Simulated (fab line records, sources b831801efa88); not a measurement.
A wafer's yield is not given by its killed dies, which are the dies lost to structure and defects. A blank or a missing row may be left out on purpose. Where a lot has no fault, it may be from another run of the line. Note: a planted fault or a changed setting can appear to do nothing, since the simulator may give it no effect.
fab line records ; flow gf180mcu
record lots=12; wafers=36; lastDay=34
route steps=602 shown MVPSD@139 DUAL_GATE@154 PSD@261 NSD@262 CONTACT@289
lots with no fault: from the same line, run without faults
startH: the number of hours between the record's first day and the start of the first shown wafer of the lot ; waitH: hours since the lot's step before ; " identical to the entry in the row above ; L1.1+2: several wafers, shown together as one row ; - value missing, or start not given ; * or withheld: withheld ; < > ~ a bound
route shown NAME@n: names a module that has steps shown in the file, with the first one's number in the route ; usual: the fault-free wafers' mean and standard deviation ; same: alike in all rows ; chamber/n: place in a boat ; sites: each site's reading ; _std_site: their standard deviation ; _edge_site: outer sites' mean less inner sites' ; radiusMm: for every site, how far away it sits from the centre of the wafer ; mask NAME#n: copy n ; behind: the most recent tool/chamber to have shaped the wafer ; hold: the reason the lot was held/the length of the hold in hours/how it ended ; device: transistor that didn't switch, given as n, p or np ; end of line: tests run on the same wafers once the route is complete ; a step given without rows: its recipe and nothing more ; killed: at the first sort, the dies lost to defects and structure; wafer yield is something else ; map: a wafer's dies, x killed, . not, _ none there
set.NAME: the setting that was run; set.NAME@STEP: the one run at that earlier step ; model.NAME: the simulator's own value behind a step, which no gauge read
a sample of lots followed through the steps of the route, with each step as a table and each wafer as a row
services: from which hour (startH, from the record's first day; less than 0 if before it) a tool's chamber was out of use, for how many hours, and why
## steps
# step GF_VT_IMPLANT_RS_MEAS_49
# recipe thkMeasGauge=four-point-probe
# usual MVPSD_RS=1168.9/2.5
lot.wafer;tool;chamber;startH;waitH;MVPSD_RS[ohm/sq]
L852.2;filmMetro-04;-;164.99;0.1;1165.1
L852.4;filmMetro-04;-;164.99;0.1;1165.7
L852.5;filmMetro-04;-;164.99;0.1;1168.4
L853.2;filmMetro-01;-;172.11;0.1;1168.0
L853.3;filmMetro-01;-;172.11;0.1;1168.0
L853.6;filmMetro-01;-;172.11;0.1;1166.0
L854.1;filmMetro-01;-;180.71;0.1;1168.2
L854.2;filmMetro-01;-;180.71;0.1;1170.7
L854.3;filmMetro-01;-;180.71;0.1;1166.9
L856.1;filmMetro-04;-;189.76;0.1;1171.7
L856.3;filmMetro-04;-;189.76;0.1;1172.1
L856.4;filmMetro-04;-;189.76;0.1;1170.0
L857.3;filmMetro-04;-;194.36;0.1;1166.5
L857.4;filmMetro-04;-;194.36;0.1;1166.5
L857.5;filmMetro-04;-;194.36;0.1;1165.5
L861.2;filmMetro-01;-;222.37;0.1;1172.9
L861.5;filmMetro-01;-;222.37;0.1;1169.4
L861.6;filmMetro-01;-;222.37;0.1;1173.6
L863.4;filmMetro-03;-;238.52;0.1;1166.6
L863.5;filmMetro-03;-;238.52;0.1;1167.1
L863.6;filmMetro-03;-;238.52;0.1;1169.0
L866.1;filmMetro-04;-;255.60;0.1;1173.0
L866.3;filmMetro-04;-;255.60;0.1;1172.5
L866.4;filmMetro-04;-;255.60;0.1;1169.8
L870.4;filmMetro-01;-;286.41;0.1;1163.7
L870.5;filmMetro-01;-;286.41;0.1;1166.2
L870.6;filmMetro-01;-;286.41;0.1;1164.5
L872.3;filmMetro-03;-;297.26;0.1;1166.8
L872.5;filmMetro-03;-;297.26;0.1;1167.3
L872.6;filmMetro-03;-;297.26;0.1;1167.0
L873.2;filmMetro-01;-;305.43;0.1;1169.3
L873.3;filmMetro-01;-;305.43;0.1;1167.7
L873.4;filmMetro-01;-;305.43;0.1;1169.1
L874.1;filmMetro-04;-;316.45;0.1;1166.0
L874.5;filmMetro-04;-;316.45;0.1;1169.5
L874.6;filmMetro-04;-;316.45;0.1;1168.9
# step GF_DUAL_GATE_STRIP_13
# recipe chemistry=O2/N2; powerW=1400; pressureMtorr=1500; platenTempC=250; o2FlowSccm=3000; n2FlowSccm=300; overashFraction=0.5
# usual drypumpMotorCurrentA=5.6/0.43; heaterPowerW=309/33; oesProductAu=0.716/0.0043; stripTimeToEndpointS=12.63/0.032
lot.wafer;tool;chamber;startH;waitH;drypumpMotorCurrentA;heaterPowerW;oesProductAu;rfHoursCounterH;stripTimeToEndpointS
L852.2;plasmaAsher-02;1;185.01;0.0;5.6;330;0.717;5;12.66
L852.4;plasmaAsher-02;1;185.01;0.0;5.7;319;0.718;-;12.69
L852.5;plasmaAsher-02;0;185.01;0.0;5.7;278;0.715;-;12.63
L853.2;plasmaAsher-02;1;191.25;0.0;5.7;318;0.712;6;12.60
L853.3;plasmaAsher-02;1;191.25;0.0;5.7;326;0.713;-;12.61
L853.6;plasmaAsher-02;1;191.25;0.0;5.7;321;0.717;-;12.62
L854.1;plasmaAsher-02;1;200.12;0.0;5.7;325;0.717;6;12.66
L854.2;plasmaAsher-02;0;200.12;0.0;5.7;284;0.709;6;12.67
L854.3;plasmaAsher-02;0;200.12;0.0;5.7;280;0.718;-;12.64
L856.1;plasmaAsher-02;1;209.23;0.0;5.7;319;0.715;7;12.62
L856.3;plasmaAsher-02;0;209.23;0.0;5.7;275;0.721;-;12.61
L856.4;plasmaAsher-02;1;209.23;0.0;5.7;329;0.724;-;12.57
L857.3;plasmaAsher-04;1;213.08;0.0;6.3;280;0.719;-;12.73
L857.4;plasmaAsher-04;0;213.08;0.0;5.3;370;0.711;-;12.70
L857.5;plasmaAsher-04;1;213.08;0.0;6.3;282;0.713;-;12.71
L861.2;plasmaAsher-02;1;242.70;0.0;5.6;326;0.715;11;12.67
L861.5;plasmaAsher-02;1;242.70;0.0;5.7;319;0.720;-;12.62
L861.6;plasmaAsher-02;0;242.70;0.0;5.7;272;0.710;-;12.67
L863.4;plasmaAsher-02;0;258.94;0.0;5.7;283;0.720;-;12.58
L863.5;plasmaAsher-02;1;258.94;0.0;5.7;320;0.715;-;12.61
L863.6;plasmaAsher-02;0;258.94;0.0;5.7;276;0.712;-;12.62
L866.1;plasmaAsher-04;0;276.87;0.0;5.3;374;0.721;65;12.67
L866.3;plasmaAsher-04;0;276.87;0.0;5.3;372;0.714;-;12.66
L866.4;plasmaAsher-04;1;276.87;0.0;6.3;279;0.714;-;12.67
L870.4;plasmaAsher-04;0;308.15;0.0;5.3;378;0.716;-;12.63
L870.5;plasmaAsher-04;0;308.15;0.0;5.3;362;0.721;-;12.64
L870.6;plasmaAsher-04;1;308.15;0.0;6.3;285;0.722;-;12.60
L872.3;plasmaAsher-04;0;319.73;0.0;5.3;357;0.711;-;12.60
L872.5;plasmaAsher-04;1;319.73;0.0;6.4;279;0.715;-;12.64
L872.6;plasmaAsher-04;0;319.73;0.0;5.3;363;0.716;-;12.60
L873.2;plasmaAsher-02;0;328.32;0.0;5.7;276;0.718;19;12.56
L873.3;plasmaAsher-02;0;328.32;0.0;5.7;273;0.708;-;12.57
L873.4;plasmaAsher-02;1;328.32;0.0;5.7;323;0.713;-;12.59
L874.1;plasmaAsher-02;0;342.41;0.0;5.7;278;0.712;20;12.64
L874.5;plasmaAsher-02;0;342.41;0.0;5.7;279;0.709;-;12.63
L874.6;plasmaAsher-02;1;342.41;0.0;5.7;322;0.714;-;12.66
# step GF_PSD_RTA_13
# recipe tempC=1025; timeS=20; ambient=N2
# usual lampPowerPct=28.0/2; wafer_temp_C_max=1029.2/0.89
lot.wafer;tool;chamber;startH;waitH;lampPowerPct;wafer_temp_C_max
L852.2;rtpAnneal-02;0;330.91;0.0;30.0;1028.4
L852.4;rtpAnneal-02;0;330.91;0.0;30.1;1029.7
L852.5;rtpAnneal-02;0;330.91;0.0;30.0;1029.8
L853.2;rtpAnneal-02;0;334.34;0.0;30.0;1028.7
L853.3;rtpAnneal-02;0;334.34;0.0;30.0;1028.7
L853.6;rtpAnneal-02;0;334.34;0.0;30.1;1029.7
L854.1;rtpAnneal-02;0;347.76;0.0;30.0;1029.8
L854.2;rtpAnneal-02;0;347.76;0.0;30.1;1028.2
L854.3;rtpAnneal-02;0;347.76;0.0;30.1;1028.1
L856.1;rtpAnneal-02;0;354.65;0.0;30.0;1030.0
L856.3;rtpAnneal-02;0;354.65;0.0;30.0;1028.1
L856.4;rtpAnneal-02;0;354.65;0.0;30.1;1028.7
L857.3;rtpAnneal-02;0;364.59;0.0;30.1;1028.7
L857.4;rtpAnneal-02;0;364.59;0.0;30.0;1028.8
L857.5;rtpAnneal-02;0;364.59;0.0;30.1;1029.3
L861.2;rtpAnneal-02;0;398.92;0.0;30.8;1038.3
L861.5;rtpAnneal-02;0;398.92;0.0;30.8;1039.4
L861.6;rtpAnneal-02;0;398.92;0.0;30.8;1037.4
L863.4;rtpAnneal-02;0;420.40;0.0;30.8;1039.4
L863.5;rtpAnneal-02;0;420.40;0.0;30.8;1038.8
L863.6;rtpAnneal-02;0;420.40;0.0;30.8;1038.9
L866.1;rtpAnneal-01;0;440.06;0.0;26.0;1031.4
L866.3;rtpAnneal-01;0;440.06;0.0;26.0;1030.6
L866.4;rtpAnneal-01;0;440.06;0.0;25.9;1030.3
L870.4;rtpAnneal-01;0;479.21;0.0;26.0;1029.7
L870.5;rtpAnneal-01;0;479.21;0.0;26.0;1031.3
L870.6;rtpAnneal-01;0;479.21;0.0;26.0;1028.7
L872.3;rtpAnneal-02;0;491.37;0.0;30.0;1029.9
L872.5;rtpAnneal-02;0;491.37;0.0;30.0;1028.4
L872.6;rtpAnneal-02;0;491.37;0.0;30.0;1028.3
L873.2;rtpAnneal-01;0;501.99;0.0;25.9;1029.6
L873.3;rtpAnneal-01;0;501.99;0.0;26.0;1028.6
L873.4;rtpAnneal-01;0;501.99;0.0;26.0;1029.7
L874.1;rtpAnneal-01;0;515.47;0.0;26.0;1029.5
L874.5;rtpAnneal-01;0;515.47;0.0;26.0;1029.5
L874.6;rtpAnneal-01;0;515.47;0.0;26.0;1029.9
# step GF_PSD_RS_MEAS_14
# recipe thkMeasGauge=four-point-probe
# usual NSD_RS=46.12/0.089
lot.wafer;tool;chamber;startH;waitH;hold;NSD_RS[ohm/sq]
L852.2;filmMetro-03;-;331.00;0.1;-;46.04
L852.4;filmMetro-03;-;331.00;0.1;-;46.04
L852.5;filmMetro-03;-;331.00;0.1;-;46.06
L853.2;filmMetro-02;-;334.43;0.1;-;46.14
L853.3;filmMetro-02;-;334.43;0.1;-;46.05
L853.6;filmMetro-02;-;334.43;0.1;-;46.13
L854.1;filmMetro-02;-;347.85;0.1;-;46.14
L854.2;filmMetro-02;-;347.85;0.1;-;46.16
L854.3;filmMetro-02;-;347.85;0.1;-;46.16
L856.1;filmMetro-01;-;354.73;0.1;-;46.28
L856.3;filmMetro-01;-;354.73;0.1;-;46.15
L856.4;filmMetro-01;-;354.73;0.1;-;46.10
L857.3;filmMetro-03;-;364.69;0.1;-;45.96
L857.4;filmMetro-03;-;364.69;0.1;-;46.03
L857.5;filmMetro-03;-;364.69;0.1;-;46.04
L861.2;filmMetro-01;-;399.01;0.1;awaitDispo/0.2h/release;44.64
L861.5;filmMetro-01;-;399.01;0.1;awaitDispo/0.2h/release;44.77
L861.6;filmMetro-01;-;399.01;0.1;awaitDispo/0.2h/release;44.71
L861.2;filmMetro-01;-;399.30;0.3;-;44.72
L861.5;filmMetro-01;-;399.30;0.3;-;44.72
L861.6;filmMetro-01;-;399.30;0.3;-;44.68
L863.4;filmMetro-03;-;420.50;0.1;awaitDispo/0.2h/release;44.73
L863.5;filmMetro-03;-;420.50;0.1;awaitDispo/0.2h/release;44.61
L863.6;filmMetro-03;-;420.50;0.1;awaitDispo/0.2h/release;44.73
L863.4;filmMetro-03;-;420.79;0.3;-;44.73
L863.5;filmMetro-03;-;420.79;0.3;-;44.57
L863.6;filmMetro-03;-;420.79;0.3;-;44.69
L866.1;filmMetro-03;-;440.15;0.1;-;46.01
L866.3;filmMetro-03;-;440.15;0.1;-;45.98
L866.4;filmMetro-03;-;440.15;0.1;-;45.94
L870.4;filmMetro-01;-;479.31;0.1;-;46.01
L870.5;filmMetro-01;-;479.31;0.1;-;46.10
L870.6;filmMetro-01;-;479.31;0.1;-;46.15
L872.3;filmMetro-03;-;491.47;0.1;-;46.10
L872.5;filmMetro-03;-;491.47;0.1;-;46.15
L872.6;filmMetro-03;-;491.47;0.1;-;46.10
L873.2;filmMetro-01;-;502.08;0.1;-;46.11
L873.3;filmMetro-01;-;502.08;0.1;-;46.18
L873.4;filmMetro-01;-;502.08;0.1;-;46.19
L874.1;filmMetro-01;-;515.55;0.1;-;46.24
L874.5;filmMetro-01;-;515.55;0.1;-;46.22
L874.6;filmMetro-01;-;515.55;0.1;-;46.07
# step GF_PSD_RS_MEAS_15
# recipe thkMeasGauge=four-point-probe
# usual PSD_RS=108.6/0.31
lot.wafer;tool;chamber;startH;waitH;hold;PSD_RS[ohm/sq]
L852.2;filmMetro-03;-;331.12;0.1;-;108.3
L852.4;filmMetro-03;-;331.12;0.1;-;108.5
L852.5;filmMetro-03;-;331.12;0.1;-;108.3
L853.2;filmMetro-02;-;334.55;0.1;-;108.6
L853.3;filmMetro-02;-;334.55;0.1;-;108.5
L853.6;filmMetro-02;-;334.55;0.1;-;108.7
L854.1;filmMetro-02;-;347.97;0.1;-;108.8
L854.2;filmMetro-02;-;347.97;0.1;-;108.8
L854.3;filmMetro-02;-;347.97;0.1;-;108.6
L856.1;filmMetro-01;-;354.85;0.1;-;108.3
L856.3;filmMetro-01;-;354.85;0.1;-;108.4
L856.4;filmMetro-01;-;354.85;0.1;-;108.5
L857.3;filmMetro-03;-;364.81;0.1;-;108.3
L857.4;filmMetro-03;-;364.81;0.1;-;108.4
L857.5;filmMetro-03;-;364.81;0.1;-;108.4
L861.2;filmMetro-01;-;402.61;3.3;awaitDispo/0.2h/release;103.3
L861.5;filmMetro-01;-;402.61;3.3;awaitDispo/0.2h/release;103.3
L861.6;filmMetro-01;-;402.61;3.3;awaitDispo/0.2h/release;103.5
L861.2;filmMetro-01;-;403.01;0.4;-;103.4
L861.5;filmMetro-01;-;403.01;0.4;-;103.5
L861.6;filmMetro-01;-;403.01;0.4;-;103.7
L863.4;filmMetro-03;-;425.80;5.0;awaitDispo/0.2h/release;103.9
L863.5;filmMetro-03;-;425.80;5.0;awaitDispo/0.2h/release;103.7
L863.6;filmMetro-03;-;425.80;5.0;awaitDispo/0.2h/release;104.0
L863.4;filmMetro-03;-;426.09;0.3;-;104.0
L863.5;filmMetro-03;-;426.09;0.3;-;103.7
L863.6;filmMetro-03;-;426.09;0.3;-;103.9
L866.1;filmMetro-03;-;440.27;0.1;-;108.3
L866.3;filmMetro-03;-;440.27;0.1;-;108.2
L866.4;filmMetro-03;-;440.27;0.1;-;108.0
L870.4;filmMetro-01;-;479.43;0.1;-;108.5
L870.5;filmMetro-01;-;479.43;0.1;-;108.4
L870.6;filmMetro-01;-;479.43;0.1;-;108.8
L872.3;filmMetro-03;-;491.59;0.1;-;108.6
L872.5;filmMetro-03;-;491.59;0.1;-;108.6
L872.6;filmMetro-03;-;491.59;0.1;-;108.7
L873.2;filmMetro-01;-;502.20;0.1;-;108.5
L873.3;filmMetro-01;-;502.20;0.1;-;108.7
L873.4;filmMetro-01;-;502.20;0.1;-;108.7
L874.1;filmMetro-01;-;515.67;0.1;-;109.1
L874.5;filmMetro-01;-;515.67;0.1;-;109.1
L874.6;filmMetro-01;-;515.67;0.1;-;109.1
# step GF_CONTACT_CVD_02
# recipe material=SiO2; targetThkNm=860; precursor=TEOS; tempC=400; timeS=95.992; rfW=600
# usual heaterPowerW=660/93
lot.wafer;tool;chamber;startH;waitH;heaterPowerW
L852.2;pecvd-02;1;354.16;0.0;687
L852.4;pecvd-02;2;354.16;0.0;636
L852.5;pecvd-02;1;354.16;0.0;720
L853.2;pecvd-04;2;357.05;0.0;752
L853.3;pecvd-04;2;357.05;0.0;796
L853.6;pecvd-04;2;357.05;0.0;628
L854.1;pecvd-03;0;371.96;0.1;597
L854.2;pecvd-03;1;371.96;0.1;812
L854.3;pecvd-03;2;371.96;0.1;583
L856.1;pecvd-02;1;379.33;0.1;729
L856.3;pecvd-02;0;379.33;0.1;613
L856.4;pecvd-02;2;379.33;0.1;568
L857.3;pecvd-04;2;388.90;0.0;767
L857.4;pecvd-04;1;388.90;0.0;501
L857.5;pecvd-04;0;388.90;0.0;688
L861.2;pecvd-03;0;423.47;0.0;513
L861.5;pecvd-03;1;423.47;0.0;866
L861.6;pecvd-03;0;423.47;0.0;568
L863.4;pecvd-03;2;446.04;0.1;682
L863.5;pecvd-03;1;446.04;0.1;894
L863.6;pecvd-03;0;446.04;0.1;567
L866.1;pecvd-02;1;465.39;0.1;603
L866.3;pecvd-02;0;465.39;0.1;611
L866.4;pecvd-02;2;465.39;0.1;703
L870.4;pecvd-03;1;503.76;0.1;905
L870.5;pecvd-03;0;503.76;0.1;606
L870.6;pecvd-03;2;503.76;0.1;629
L872.3;pecvd-04;0;516.24;0.0;663
L872.5;pecvd-04;0;516.24;0.0;729
L872.6;pecvd-04;1;516.24;0.0;630
L873.2;pecvd-04;1;525.81;0.0;596
L873.3;pecvd-04;2;525.81;0.0;705
L873.4;pecvd-04;0;525.81;0.0;740
L874.1;pecvd-04;1;539.50;0.1;571
L874.5;pecvd-04;1;539.50;0.1;501
L874.6;pecvd-04;2;539.50;0.1;765
## services
tool;chamber;startH;hours;kind
pecvd-02;1;169.28;7.2;repair
plasmaAsher-02;-;178.72;3.8;repair
pecvd-04;2;188.01;8.1;repair
plasmaAsher-02;-;191.86;0.7;repair
pecvd-04;2;197.33;4.9;repair
pecvd-03;1;202.05;5.9;repair
pecvd-02;-;202.94;28.1;pm
plasmaAsher-02;-;206.65;2.4;repair
pecvd-03;-;251.72;2.3;repair
pecvd-04;-;271.96;1.9;repair
pecvd-04;-;278.93;0.6;repair
pecvd-03;-;305.71;0.9;repair
plasmaAsher-02;-;310.99;1.8;repair
plasmaAsher-02;-;325.37;0.7;repair
plasmaAsher-04;-;328.00;2.8;pm
pecvd-04;0;345.04;16.8;repair
pecvd-04;1;350.04;2.0;repair
pecvd-04;-;368.88;14.0;pm
pecvd-03;-;487.56;1.0;repair
plasmaAsher-04;-;508.72;0.3;repair
pecvd-03;-;510.05;0.9;repair
rtpAnneal-02;-;512.57;3.5;pm
pecvd-03;-;520.29;0.9;repair
pecvd-04;0;534.88;12.2;repair
## key
firstSign step=GF_PSD_RTA_13; reading=wafer_temp_C_max; direction=up; sigmas=11; usual=*; struck=*
effect step=GF_PSD_RS_MEAS_14; reading=visit; direction=added
effect step=GF_PSD_RS_MEAS_14; reading=NSD_RS; direction=down; sigmas=16; usual=46.12; struck=44.70
effect step=GF_PSD_RS_MEAS_15; reading=visit; direction=added
effect step=GF_PSD_RS_MEAS_15; reading=PSD_RS; direction=down; sigmas=16; usual=108.6; struck=103.6
metAt GF_PSD_RTA_13
struckLots L861,L863
testerLeftOut L861,L863
notActingAt GF_VT_IMPLANT_RS_MEAS_49,GF_DUAL_GATE_STRIP_13,GF_CONTACT_CVD_02
onsetBetween 364.59 398.92
fault kind=processParameterDrift; tool=rtpAnneal-02; chamber=-; onsetH=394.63; steps=GF_PSD_RTA_13; channel=tempC; offset=*; shape=step; endH=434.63; actsIn=*; stated=*
# testerLeftOut: of these lots the tester's yield and bins aren't shown, on N5 and GAA mostly nor the transistor test; their killed dies are dies lost to structure and defects alone, not to doping, threshold or leakage, so they don't give the yield
